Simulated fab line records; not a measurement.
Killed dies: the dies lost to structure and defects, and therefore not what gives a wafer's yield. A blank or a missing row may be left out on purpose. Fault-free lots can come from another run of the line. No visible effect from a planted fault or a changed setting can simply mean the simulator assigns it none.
Comparing a struck lot with a sound one    flow gf180mcu    17 out of 602 route steps
Sound: the wafers L917.2, L917.3, L917.5. Struck: wafer L920.4 (L920.2, L920.5, from the same lot, were not struck and are left out); the cause is given at the end.
At each step with rows: each side's tool, then ch and its chambers, then its first start. Under that, the readings that differ: sound wafers    struck wafers    difference of the means    sigmas: that difference in standard deviations of wafers without a fault.
alike: a reading whose means differ by less than 2 such deviations, as well as words and numbers matching on both sides. not compared: withheld readings; readings where some wafer has no value; bounds like >300 that might hide an equal value; numbers whose values overlap and for which the record gives no deviation.
Wherever a step has rows on one side only, a row that says differs or no value, or a row with sigmas, the two part there. Numbers that don't overlap but have no deviation are shown without sigmas and don't part them. A reading that every wafer of one side lacks parts them only if that side has two wafers or more.

first, 3 steps without rows for these wafers: GF_V2_EXPOSE_11 (exposes mask Via2, target cd 260 nm); GF_V2_PEB_12 (peb time 90 s); GF_V2_DEVELOP_13 (develop time 60 s).
GF_V2_CD_MEAS_14: the cd target is 260 nm.
  sound on cd_sem-01, day 21 05:49; struck on cd_sem-01, day 22 16:10
  alike: cd_nm
GF_V2_OVL_MEAS_15:
  sound on overlay-01, day 21 05:55; struck on overlay-01, day 22 16:16
  alike: V2_OVL
GF_V2_ETCH_16: etches BARC in N2/H2.
  sound on rie_diel-03 ch 1,2,3, day 21 05:56; struck on rie_diel-03 ch 0, day 22 16:17
reading                sound              struck  difference  sigmas
oes_product_au (a.u.)  0.856 0.862 0.866  0.852   -0.009      -2
  alike: drypump_motor_current_A, h2_flow_sccm, throttle_valve_pct
then, 1 step without rows for these wafers: GF_V2_ETCH_17 (etches SiO2 in C4F8/O2/Ar, stops on TiN, target depth 630 nm).
GF_V2_STRIP_18: strips in O2/N2.
  sound on plasma_asher-01 ch 0,1, day 21 06:04; struck on plasma_asher-01 ch 0, day 22 16:25
  alike: drypump_motor_current_A, heater_power_w, oes_product_au
  not compared: rf_hours_counter_h
then, 2 steps without rows for these wafers: GF_V2_STRIP_19 (strips in post etch residue remover, time 1200 s); GF_V2_CLEAN_20 (cleans in DIW).
GF_V2_SPUTTER_21: material Ti, target thk 15 nm, time 80.02 s.
  sound on pvd_sputter-01, day 21 06:37; struck on pvd_sputter-01, day 22 16:58
  alike: chamber_pressure_pa, throttle_valve_pct
GF_V2_SPUTTER_22: material TiN, target thk 10 nm, time 40 s.
  sound on pvd_sputter-01, day 21 06:40; struck on pvd_sputter-01, day 22 17:01
  alike: chamber_pressure_pa, throttle_valve_pct
GF_V2_CVD_23: deposits W, target thk 350 nm, time 104.94 s.
  sound on cvd_w-02 ch 0,1, day 21 06:43; struck on cvd_w-02 ch 0, day 22 17:04
reading                           sound              struck  difference  sigmas
chamber_pressure_Torr (Torr)      40.18 40.04 40.08  31.61   -8.49       -98
model.W_of_V2_CVD_23.thk_nm (nm)  354.5 353.4 350.3  319.5   -33.2       
  alike: heater_power_outer_w, heater_power_w
GF_V2_RS_MEAS_24: uses a four-point probe to measure.
  sound on film_metro-01, day 21 06:50; struck on film_metro-02, day 22 17:11
reading           sound              struck  difference  sigmas
V2_W_RS (ohm/sq)  0.323 0.324 0.327  0.359   +0.034      +7
GF_V2_THK_MEAS_25: measures by xrf.
  sound on film_metro-01, day 21 06:57; struck on film_metro-02, day 22 17:18
reading        sound        struck  difference  sigmas
V2_W_THK (nm)  334 333 330  310     -22         -4
GF_V2_CMP_26: polishes, stops on SiO2, t overpolish 15 s, target thk 0 nm.
  sound on cmp-02 ch 1,2, day 21 07:00; struck on cmp-01 ch 0, day 22 17:42
  alike: motor_current_A
-- the record jumps here: 8 days lie between the struck wafers' starts before and after (it left off in module V2 and takes up again in module PASSIVATION, whose first step shown is number 602 of the route) --
GF_PASSIVATION_PROBE_99:
  record: rows for the struck wafers here (prober-01, day 31 01:03), none for the sound ones

WHERE THEY PART
First at GF_V2_ETCH_16; last, within this record, at GF_PASSIVATION_PROBE_99.

WHY: what the simulator had put in
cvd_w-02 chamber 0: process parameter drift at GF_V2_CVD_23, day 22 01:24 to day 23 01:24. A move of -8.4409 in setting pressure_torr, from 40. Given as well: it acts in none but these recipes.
